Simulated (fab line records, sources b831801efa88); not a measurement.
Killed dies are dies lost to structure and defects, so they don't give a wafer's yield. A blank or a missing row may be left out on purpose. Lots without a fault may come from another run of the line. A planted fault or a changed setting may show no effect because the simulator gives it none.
fab line records | flow sky130 | part 1 of 2: steps 1 to 28 of 40
record lots=5 wafers=15 last_day=50
route steps=708 shown VIA2@527 METAL3@532 CAPM@537
lots that met no fault: from a run of the same line without faults
start_h: hours from the record's first day to the start of the lot's first wafer shown | wait_h: hours since the lot's step before | " the same as in the row above | L1.1+2: a row that stands for several wafers | - no value, or no start given | * or withheld: withheld | < > ~ a bound
route shown NAME@n: a module of which the file shows steps, and the number in the route of the first | usual: mean/standard deviation of fault-free wafers | same: alike in all rows | chamber/n: place in a boat | sites: the reading at each site | _std_site: their standard deviation | _edge_site: outer sites' mean less inner sites' | radius_mm: how far each site lies from the wafer's centre | mask NAME#n: copy n | behind: the tool/chamber that last shaped the wafer | hold: why the lot was held/for how many hours/how that ended | device: the transistor (n, p or np) that didn't switch | end of line: the same wafers' tests at the end of the route | a step without rows: its recipe alone | killed: dies lost to structure and defects at the first sort, not the wafer's yield | map: a wafer's dies, x killed, . not, _ none there
set.NAME: the setting as run; set.NAME@STEP: as run at that earlier step | model.NAME: the simulator's own value behind a step, which no gauge read
lots at some steps of the route; a table a step, a row a wafer
services: from which hour (start_h, from the record's first day; less than 0 if before it) a tool's chamber was out of use, for how many hours, and why
## steps
# step SKY_VIA2_SPUTTER_20
# recipe material=TiN target_thk_nm=20 chamber_pressure_pa=5 power_w=4000 time_s=80
# usual throttle_valve_pct=30.2/1.2
# same time_s=80
# columns lot.wafer tool chamber start_h wait_h throttle_valve_pct
L078.1 pvd_sputter-04 - 878.83 0.0 28.5
L078.5 " - " " 30.0
L078.6 " - " " 32.0
L081.1 pvd_sputter-01 - 898.05 0.0 30.0
L081.3 " - " " 31.2
L081.5 " - " " 31.2
L091.1 pvd_sputter-03 - 971.49 0.0 28.7
L091.2 " - " " 30.0
L091.5 " - " " 30.6
L096.3 pvd_sputter-04 - 1000.35 0.0 29.7
L096.5 " - " " 29.8
L096.6 " - " " 29.9
L097.1 pvd_sputter-04 - 1010.96 0.0 28.6
L097.3 " - " " 29.6
L097.6 " - " " 32.5
# step SKY_VIA2_CVD_21
# recipe material=W target_thk_nm=420 time_s=126.4 temp_c=400 pressure_torr=40
# usual heater_power_w=801/54
# same time_s=126.4
# columns lot.wafer tool chamber start_h wait_h heater_power_w
L078.1 cvd_w-02 1 878.89 0.0 781
L078.5 " 1 " " 759
L078.6 " 0 " " 899
L081.1 cvd_w-02 0 898.11 0.0 875
L081.3 " 0 " " 874
L081.5 " 1 " " 772
L091.1 cvd_w-01 0 971.55 0.0 788
L091.2 " 1 " " 847
L091.5 " 0 " " 801
L096.3 cvd_w-02 0 1000.45 0.1 839
L096.5 " 1 " " 753
L096.6 " 0 " " 846
L097.1 cvd_w-02 0 1011.02 0.0 856
L097.3 " 1 " " 715
L097.6 " 0 " " 821
# step SKY_VIA2_RS_MEAS_22
# recipe thk_meas_gauge=four-point-probe reads=W_of_VIA2_CVD_21+TiN_of_VIA2_SPUTTER_20
# usual VIA2_W_RS=0.2745/0.0026
# columns lot.wafer tool chamber start_h wait_h VIA2_W_RS[ohm/sq]
L078.1 film_metro-01 - 879.02 0.1 0.2763
L078.5 " - " " 0.2769
L078.6 " - " " 0.2815
L081.1 film_metro-01 - 898.24 0.1 0.2753
L081.3 " - " " 0.2753
L081.5 " - " " 0.2691
L091.1 film_metro-03 - 971.68 0.1 0.2731
L091.2 " - " " 0.2809
L091.5 " - " " 0.2780
L096.3 film_metro-02 - 1000.58 0.1 0.2776
L096.5 " - " " 0.2732
L096.6 " - " " 0.2752
L097.1 film_metro-03 - 1011.16 0.1 0.2713
L097.3 " - " " 0.2675
L097.6 " - " " 0.2724
# step SKY_VIA2_THK_MEAS_23
# recipe thk_meas_gauge=xrf reads=W_of_VIA2_CVD_21
# usual VIA2_W_THK=416/5.8
# columns lot.wafer tool chamber start_h wait_h VIA2_W_THK[nm]
L078.1 film_metro-01 - 879.14 0.1 417
L078.5 " - " " 412
L078.6 " - " " 407
L081.1 film_metro-01 - 898.36 0.1 415
L081.3 " - " " 413
L081.5 " - " " 426
L091.1 film_metro-03 - 971.80 0.1 418
L091.2 " - " " 408
L091.5 " - " " 411
L096.3 film_metro-02 - 1000.68 0.1 403
L096.5 " - " " 408
L096.6 " - " " 403
L097.1 film_metro-03 - 1011.28 0.1 421
L097.3 " - " " 426
L097.6 " - " " 421
# step SKY_VIA2_CMP_24
# recipe stop_on=SiO2 t_overpolish_s=20 down_force_psi=3.5 platen_rpm=60 target_thk_nm=0 pad_velocity_m_s=0.94248
# usual head_pressure_psi=3.500/0.0079 motor_current_A=11.1/1.2 overpolish_run_s=20.001/0.009 slurry_filter_dp_kPa=13.50/0.13 time_to_endpoint_s=101/3.9
# columns lot.wafer tool chamber start_h wait_h head_pressure_psi motor_current_A overpolish_run_s slurry_filter_dp_kPa time_to_endpoint_s
L078.1 cmp-01 1 879.35 0.2 3.497 10.6 19.998 13.46 104
L078.5 " 2 " " 3.502 9.9 19.996 13.36 95
L078.6 " 3 " " 3.503 10.3 19.996 13.42 100
L081.3 cmp-01 0 898.42 0.0 3.497 11.1 20.012 13.36 103
L081.1 " 2 " " 3.498 10.0 19.996 13.32 100
L081.5 " 0 " " 3.504 10.9 19.989 13.47 103
L091.1 cmp-02 2 972.17 0.4 3.503 12.2 19.992 13.65 98
L091.2 " 3 " " 3.501 14.2 19.990 13.40 101
L091.5 " 2 " " 3.499 11.9 20.006 13.66 95
L096.3 cmp-02 2 1000.82 0.1 3.501 11.5 20.000 13.58 93
L096.6 " 0 " " 3.486 12.7 19.998 13.67 100
L096.5 " 1 " " 3.492 11.3 20.000 13.50 105
L097.3 cmp-01 0 1011.34 0.0 3.503 11.2 19.994 13.25 108
L097.1 " 2 " " 3.511 9.6 20.001 13.44 106
L097.6 " 1 " " 3.496 10.7 19.998 13.46 108
# step SKY_METAL3_SPUTTER_00
# recipe material=Ti target_thk_nm=15 power_w=3000 time_s=10 chamber_pressure_pa=0.4
# usual throttle_valve_pct=30.2/1.2
# same time_s=10
# columns lot.wafer tool chamber start_h wait_h throttle_valve_pct
L078.1 pvd_sputter-01 - 879.50 0.1 32.2
L078.5 " - " " 31.2
L078.6 " - " " 28.4
L081.1 pvd_sputter-02 - 898.72 0.1 31.1
L081.3 " - " " 29.4
L081.5 " - " " 28.6
L091.1 pvd_sputter-04 - 972.42 0.2 29.8
L091.2 " - " " 29.6
L091.5 " - " " 32.5
L096.3 pvd_sputter-01 - 1001.02 0.1 28.5
L096.5 " - " " 31.2
L096.6 " - " " 32.6
L097.1 pvd_sputter-01 - 1011.64 0.1 28.4
L097.3 " - " " 30.0
L097.6 " - " " 31.4
# step SKY_METAL3_SPUTTER_01
# recipe material=TiN target_thk_nm=20 power_w=6500 time_s=16.7 chamber_pressure_pa=0.4
# usual throttle_valve_pct=30.2/1.2
# same time_s=16.7
# columns lot.wafer tool chamber start_h wait_h throttle_valve_pct
L078.1 pvd_sputter-01 - 879.52 0.0 32.3
L078.5 " - " " 31.4
L078.6 " - " " 28.7
L081.1 pvd_sputter-02 - 898.74 0.0 30.8
L081.3 " - " " 29.1
L081.5 " - " " 28.7
L091.1 pvd_sputter-04 - 972.44 0.0 29.6
L091.2 " - " " 29.9
L091.5 " - " " 32.4
L096.3 pvd_sputter-01 - 1001.05 0.0 28.6
L096.5 " - " " 31.3
L096.6 " - " " 32.6
L097.1 pvd_sputter-01 - 1011.66 0.0 28.7
L097.3 " - " " 30.1
L097.6 " - " " 31.3
# step SKY_METAL3_SPUTTER_02
# recipe material=AlCu target_thk_nm=735 power_w=10600 time_s=39.1 chamber_pressure_pa=0.4
# usual throttle_valve_pct=30.2/1.2
# same time_s=39.1
# columns lot.wafer tool chamber start_h wait_h throttle_valve_pct
L078.1 pvd_sputter-01 - 879.55 0.0 32.5
L078.5 " - " " 31.4
L078.6 " - " " 28.5
L081.1 pvd_sputter-02 - 898.77 0.0 31.0
L081.3 " - " " 29.1
L081.5 " - " " 28.9
L091.1 pvd_sputter-04 - 972.47 0.0 29.9
L091.2 " - " " 30.0
L091.5 " - " " 32.4
L096.3 pvd_sputter-01 - 1001.07 0.0 28.7
L096.5 " - " " 31.3
L096.6 " - " " 32.3
L097.1 pvd_sputter-01 - 1011.69 0.0 28.3
L097.3 " - " " 30.2
L097.6 " - " " 31.1
# step SKY_METAL3_SPUTTER_03
# recipe material=Ti target_thk_nm=5 power_w=3000 time_s=3.3 chamber_pressure_pa=0.4
# usual throttle_valve_pct=30.2/1.2
# same time_s=3.3
# columns lot.wafer tool chamber start_h wait_h throttle_valve_pct
L078.1 pvd_sputter-01 - 879.59 0.0 32.3
L078.5 " - " " 31.3
L078.6 " - " " 28.3
L081.1 pvd_sputter-02 - 898.81 0.0 30.7
L081.3 " - " " 29.1
L081.5 " - " " 28.6
L091.1 pvd_sputter-04 - 972.51 0.0 29.6
L091.2 " - " " 29.6
L091.5 " - " " 32.3
L096.3 pvd_sputter-01 - 1001.12 0.0 28.4
L096.5 " - " " 31.1
L096.6 " - " " 32.3
L097.1 pvd_sputter-01 - 1011.73 0.0 28.4
L097.3 " - " " 30.2
L097.6 " - " " 31.2
# step SKY_METAL3_SPUTTER_04
# recipe material=TiN target_thk_nm=70 power_w=6500 time_s=58.3 chamber_pressure_pa=0.4
# usual throttle_valve_pct=30.2/1.2
# same time_s=58.3
# columns lot.wafer tool chamber start_h wait_h throttle_valve_pct
L078.1 pvd_sputter-01 - 879.60 0.0 32.3
L078.5 " - " " 31.4
L078.6 " - " " 28.6
L081.1 pvd_sputter-02 - 898.82 0.0 30.9
L081.3 " - " " 29.3
L081.5 " - " " 28.7
L091.1 pvd_sputter-04 - 972.53 0.0 29.7
L091.2 " - " " 30.0
L091.5 " - " " 32.2
L096.3 pvd_sputter-01 - 1001.14 0.0 28.6
L096.5 " - " " 31.2
L096.6 " - " " 32.4
L097.1 pvd_sputter-01 - 1011.75 0.0 28.6
L097.3 " - " " 30.1
L097.6 " - " " 31.1
# step SKY_CAPM_CVD_00
# recipe material=SiO2 target_thk_nm=15.5 temp_c=400 time_s=withheld rf_w=450
# usual heater_power_w=725/77
# columns lot.wafer tool chamber start_h wait_h heater_power_w
L078.1 pecvd-04 0 879.65 0.0 722
L078.5 " 1 " " 752
L078.6 " 0 " " 717
L081.1 pecvd-01 1 898.87 0.0 846
L081.3 " 0 " " 686
L081.5 " 2 " " 876
L091.1 pecvd-01 1 972.58 0.0 829
L091.2 " 2 " " 739
L091.5 " 2 " " 744
L096.3 pecvd-04 1 1001.19 0.0 636
L096.5 " 2 " " 703
L096.6 " 0 " " 707
L097.1 pecvd-04 1 1011.81 0.0 674
L097.3 " 0 " " 691
L097.6 " 0 " " 701
# step SKY_CAPM_THK_MEAS_01
# recipe reads=SiO2_of_CAPM_CVD_00
# usual CAPM_CVD_00_THK=15.63/0.22
# columns lot.wafer tool chamber start_h wait_h CAPM_CVD_00_THK[nm]
L078.1 film_metro-01 - 879.68 - 15.82
L078.5 " - " " 15.92
L078.6 " - " " 15.73
L081.1 film_metro-04 - 898.90 - 15.25
L081.3 " - " " 15.53
L081.5 " - " " 15.50
L091.1 film_metro-02 - 972.60 - 15.02
L091.2 " - " " 15.50
L091.5 " - " " 15.65
L096.3 film_metro-02 - 1001.24 - 15.22
L096.5 " - " " 15.71
L096.6 " - " " 15.84
L097.1 film_metro-01 - 1011.84 - 15.48
L097.3 " - " " 16.07
L097.6 " - " " 15.90
# step SKY_CAPM_SPUTTER_02
# recipe material=TiN target_thk_nm=200 temp_c=300 power_w=6500 time_s=166.7 chamber_pressure_pa=0.4
# usual substrate_temp_c=300.01/0.2 throttle_valve_pct=29.9/0.99
# same time_s=166.7
# columns lot.wafer tool chamber start_h wait_h substrate_temp_c throttle_valve_pct
L078.1 pvd_sputter-03 - 879.74 0.1 299.79 30.0
L078.5 " - " " 300.12 30.7
L078.6 " - " " 299.68 30.0
L081.1 pvd_sputter-03 - 898.96 0.1 299.89 28.8
L081.3 " - " " 300.00 30.6
L081.5 " - " " 300.21 30.1
L091.1 pvd_sputter-02 - 972.66 0.1 300.28 30.7
L091.2 " - " " 299.84 30.9
L091.5 " - " " 300.15 30.5
L096.3 pvd_sputter-03 - 1001.28 0.0 300.00 30.9
L096.5 " - " " 300.01 28.7
L096.6 " - " " 300.11 30.8
L097.1 pvd_sputter-04 - 1011.90 0.1 299.72 29.9
L097.3 " - " " 299.67 28.8
L097.6 " - " " 299.85 29.7
# step SKY_CAPM_RS_MEAS_03
# recipe thk_meas_gauge=four-point-probe reads=TiN_of_CAPM_SPUTTER_02
# usual CAPM_TIN_RS=6.93/0.075
# columns lot.wafer tool chamber start_h wait_h CAPM_TIN_RS[ohm/sq]
L078.1 film_metro-02 - 879.84 0.1 6.94
L078.5 " - " " 6.85
L078.6 " - " " 6.96
L081.1 film_metro-02 - 899.06 0.1 6.95
L081.3 " - " " 6.85
L081.5 " - " " 6.93
L091.1 film_metro-04 - 972.77 0.1 7.07
L091.2 " - " " 6.91
L091.5 " - " " 7.07
L096.3 film_metro-02 - 1001.42 0.1 6.95
L096.5 " - " " 6.99
L096.6 " - " " 6.98
L097.1 film_metro-04 - 1012.01 0.1 7.02
L097.3 " - " " 6.97
L097.6 " - " " 7.05
# step SKY_CAPM_THK_MEAS_04
# recipe thk_meas_gauge=xrf reads=TiN_of_CAPM_SPUTTER_02
# usual CAPM_TIN_THK=199.1/2.4
# columns lot.wafer tool chamber start_h wait_h CAPM_TIN_THK[nm]
L078.1 film_metro-02 - 879.96 0.1 197.6
L078.5 " - " " 200.6
L078.6 " - " " 197.6
L081.1 film_metro-02 - 899.18 0.1 198.2
L081.3 " - " " 201.7
L081.5 " - " " 199.9
L091.1 film_metro-04 - 972.89 0.1 194.5
L091.2 " - " " 199.5
L091.5 " - " " 195.4
L096.3 film_metro-02 - 1001.52 0.1 198.7
L096.5 " - " " 197.6
L096.6 " - " " 197.8
L097.1 film_metro-04 - 1012.13 0.1 196.0
L097.3 " - " " 197.2
L097.6 " - " " 194.6
# step SKY_CAPM_DEHYDRATE_05
# recipe temp_c=200 time_s=60
# same time_s=60
# columns lot.wafer tool chamber start_h wait_h
L078.1+5+6 litho_track-03 0 892.24 12.3
L081.1+3+5 litho_track-04 0 911.32 12.1
L091.1+2+5 litho_track-04 0 984.32 11.4
L096.3+5+6 litho_track-03 0 1012.84 11.3
L097.1+3+6 litho_track-03 0 1022.89 10.8
# step SKY_CAPM_HMDS_06
# recipe prime_time_s=60 prime_temp_c=120
# usual prime_temp_c=119.99/0.11
# columns lot.wafer tool chamber start_h wait_h prime_temp_c
L078.1 litho_track-03 0 892.39 0.1 119.92
L078.5 " 0 " " 119.98
L078.6 " 0 " " 119.98
L081.1 litho_track-04 0 911.47 0.1 119.86
L081.3 " 0 " " 119.94
L081.5 " 0 " " 119.94
L091.1 litho_track-04 0 984.47 0.1 120.04
L091.2 " 0 " " 119.99
L091.5 " 0 " " 120.22
L096.3 litho_track-03 0 1012.99 0.1 120.17
L096.5 " 0 " " 120.12
L096.6 " 0 " " 119.91
L097.1 litho_track-03 0 1023.04 0.1 119.85
L097.3 " 0 " " 120.02
L097.6 " 0 " " 119.86
# step SKY_CAPM_COAT_07
# recipe resist=NOVOLAK spin_rpm=3000 resist_thk_nm=1140
# columns lot.wafer tool chamber start_h wait_h
L078.1+5+6 litho_track-03 0 892.54 0.1
L081.1+3+5 litho_track-04 0 911.62 0.1
L091.1+2+5 litho_track-04 0 984.62 0.1
L096.3+5+6 litho_track-03 0 1013.14 0.1
L097.1+3+6 litho_track-03 0 1023.19 0.1
# step SKY_CAPM_SOFTBAKE_08
# recipe temp_c=90 time_s=60 resist=NOVOLAK
# same time_s=60
# columns lot.wafer tool chamber start_h wait_h
L078.1+5+6 litho_track-03 0 892.69 0.1
L081.1+3+5 litho_track-04 0 911.77 0.1
L091.1+2+5 litho_track-04 0 984.77 0.1
L096.3+5+6 litho_track-03 0 1013.29 0.1
L097.1+3+6 litho_track-03 0 1023.34 0.1
# step SKY_CAPM_EXPOSE_09
# recipe mask_id=CAPM na=0.6 source_shape=conventional sigma_outer=0.6 polarization=unpolarized target_cd_nm=1000 dose_mj=159
# columns lot.wafer tool chamber start_h wait_h mask
L078.1+5+6 iline_stepper-01 0 - - CAPM#0
L081.1+3+5 iline_stepper-02 0 - - CAPM#0
L091.1+2+5 iline_stepper-02 0 - - CAPM#0
L096.3+5+6 iline_stepper-01 0 - - CAPM#0
L097.1+3+6 iline_stepper-02 0 - - CAPM#0
# step SKY_CAPM_PEB_10
# recipe temp_c=withheld time_s=* resist=NOVOLAK
# same time_s=*
# columns lot.wafer tool chamber start_h wait_h
L078.1+5+6 litho_track-02 0 - -
L081.1+3+5 litho_track-02 0 - -
L091.1+2+5 litho_track-02 0 - -
L096.3+5+6 litho_track-02 0 - -
L097.1+3+6 litho_track-03 0 - -
# step SKY_CAPM_DEVELOP_11
# recipe resist=NOVOLAK developer=TMAH develop_time_s=60 dev_temp_c=23
# same develop_time_s=60
# columns lot.wafer tool chamber start_h wait_h
L078.1+5+6 litho_track-02 0 904.63 0.1
L081.1+3+5 litho_track-02 0 924.18 0.1
L091.1+2+5 litho_track-02 0 996.13 0.1
L096.3+5+6 litho_track-02 0 1024.83 0.1
L097.1+3+6 litho_track-03 0 1034.09 0.1
# step SKY_CAPM_OVL_MEAS_12
# usual CAPM_OVL=-0.7/1.2
# columns lot.wafer tool chamber start_h wait_h CAPM_OVL[nm]
L078.1 overlay-02 - 904.78 0.1 0.0
L078.5 " - " " -0.7
L078.6 " - " " 0.3
L081.1 overlay-02 - 924.33 0.1 -0.8
L081.3 " - " " -3.6
L081.5 " - " " -1.7
L091.1 overlay-02 - 996.28 0.1 -1.9
L091.2 " - " " -0.3
L091.5 " - " " -0.7
L096.3 overlay-02 - 1024.94 0.1 -2.3
L096.5 " - " " -0.5
L096.6 " - " " 0.5
L097.1 overlay-01 - 1034.24 0.1 -2.0
L097.3 " - " " -1.3
L097.6 " - " " 0.6
# step SKY_CAPM_METAL_ETCH_13
# recipe target_depth_nm=220 stop_on=SiO2 chemistry=Cl2/BCl3 target=TiN pressure_mtorr=10 icp_w=900 bias_w=48.5 Cl2_flow_sccm=60 bcl3_flow_sccm=30 time_s=62.9
# usual drypump_motor_current_A=5.6/0.36 oes_product_au=0.939/0.0077 throttle_valve_pct=21.903/0.0088
# same time_s=62.9
# columns lot.wafer tool chamber start_h wait_h drypump_motor_current_A oes_product_au rf_hours_counter_h throttle_valve_pct
L078.1 rie_metal-02 0 904.81 0.0 5.5 0.935 3 21.910
L078.5 " 0 " " 5.5 0.948 - 21.902
L078.6 " 1 " " 5.8 0.938 - 21.910
L081.1 rie_metal-02 0 924.36 0.0 5.5 0.934 3 21.906
L081.3 " 1 " " 5.8 0.954 - 21.898
L081.5 " 1 " " 5.8 0.938 - 21.892
L091.1 rie_metal-02 0 996.31 0.0 5.5 0.927 7 21.896
L091.2 " 1 " " 5.7 0.938 10 21.899
L091.5 " 1 " " 5.8 0.933 - 21.923
L096.3 rie_metal-02 1 1024.99 0.0 5.8 0.943 - 21.897
L096.5 " 0 " " 5.5 0.937 - 21.900
L096.6 " 1 " " 5.8 0.945 - 21.919
L097.1 rie_metal-03 0 1034.28 0.0 5.0 0.928 10 21.914
L097.3 " 1 " " 6.2 0.930 - 21.907
L097.6 " 1 " " 6.2 0.932 - 21.922
# step SKY_CAPM_STRIP_14
# recipe chemistry=O2/N2 power_w=1400 pressure_mtorr=1500 platen_temp_c=withheld o2_flow_sccm=3000 n2_flow_sccm=300 overash_fraction=0.5
# usual drypump_motor_current_A=5.56/0.19 oes_product_au=0.710/0.0042 strip_time_to_endpoint_s=12.65/0.057
# columns lot.wafer tool chamber start_h wait_h drypump_motor_current_A oes_product_au rf_hours_counter_h strip_time_to_endpoint_s
L078.1 plasma_asher-02 1 904.89 0.1 5.59 0.706 109 12.72
L078.5 " 1 " " 5.58 0.708 - 12.67
L078.6 " 0 " " 5.37 0.706 - 12.67
L081.1 plasma_asher-04 0 924.44 0.1 5.69 0.713 80 12.66
L081.3 " 1 " " 5.43 0.716 - 12.63
L081.5 " 0 " " 5.68 0.712 - 12.62
L091.1 plasma_asher-04 0 996.39 0.1 5.68 0.716 87 12.66
L091.2 " 1 " " 5.39 0.712 87 12.65
L091.5 " 0 " " 5.66 0.716 - 12.65
L096.3 plasma_asher-01 1 1025.07 0.1 5.94 0.712 - 12.60
L096.5 " 1 " " 5.95 0.712 - 12.60
L096.6 " 0 " " 5.46 0.710 - 12.57
L097.1 plasma_asher-02 0 1034.36 0.1 5.37 0.708 122 12.72
L097.3 " 0 " " 5.35 0.714 - 12.60
L097.6 " 1 " " 5.59 0.701 - 12.63
# step SKY_CAPM_STRIP_15
# recipe chemistry=post_etch_residue_remover time_s=1200 temp_c=72.5
# same time_s=1200
# columns lot.wafer tool chamber start_h wait_h
L078.1+5+6 wet_bench-01 0 904.99 0.1
L081.1+3+5 wet_bench-01 1 924.54 0.1
L091.1+2+5 wet_bench-01 3 996.49 0.1
L096.3+5+6 wet_bench-04 2 1025.21 0.1
L097.1+3+6 wet_bench-01 2 1034.46 0.1
# step SKY_CAPM_CLEAN_16
# recipe chemistry=IPA time_s=180 temp_c=25
# same time_s=180
# columns lot.wafer tool chamber start_h wait_h
L078.1+5+6 wet_bench-04 1 905.33 0.0
L081.1+3+5 wet_bench-03 2 924.88 0.0
L091.1+2+5 wet_bench-04 2 996.86 0.0
L096.3+5+6 wet_bench-03 3 1025.55 0.0
L097.1+3+6 wet_bench-03 1 1034.86 0.0
# step SKY_CAPM_CLEAN_17
# recipe chemistry=O3/DIW dry=n2_spin
# columns lot.wafer tool chamber start_h wait_h
L078.1+5+6 wet_bench-03 2 905.39 0.0
L081.1+3+5 wet_bench-01 3 924.94 0.0
L091.1+2+5 wet_bench-01 2 996.92 0.0
L096.3+5+6 wet_bench-04 0 1025.61 0.0
L097.1+3+6 wet_bench-01 1 1034.93 0.0
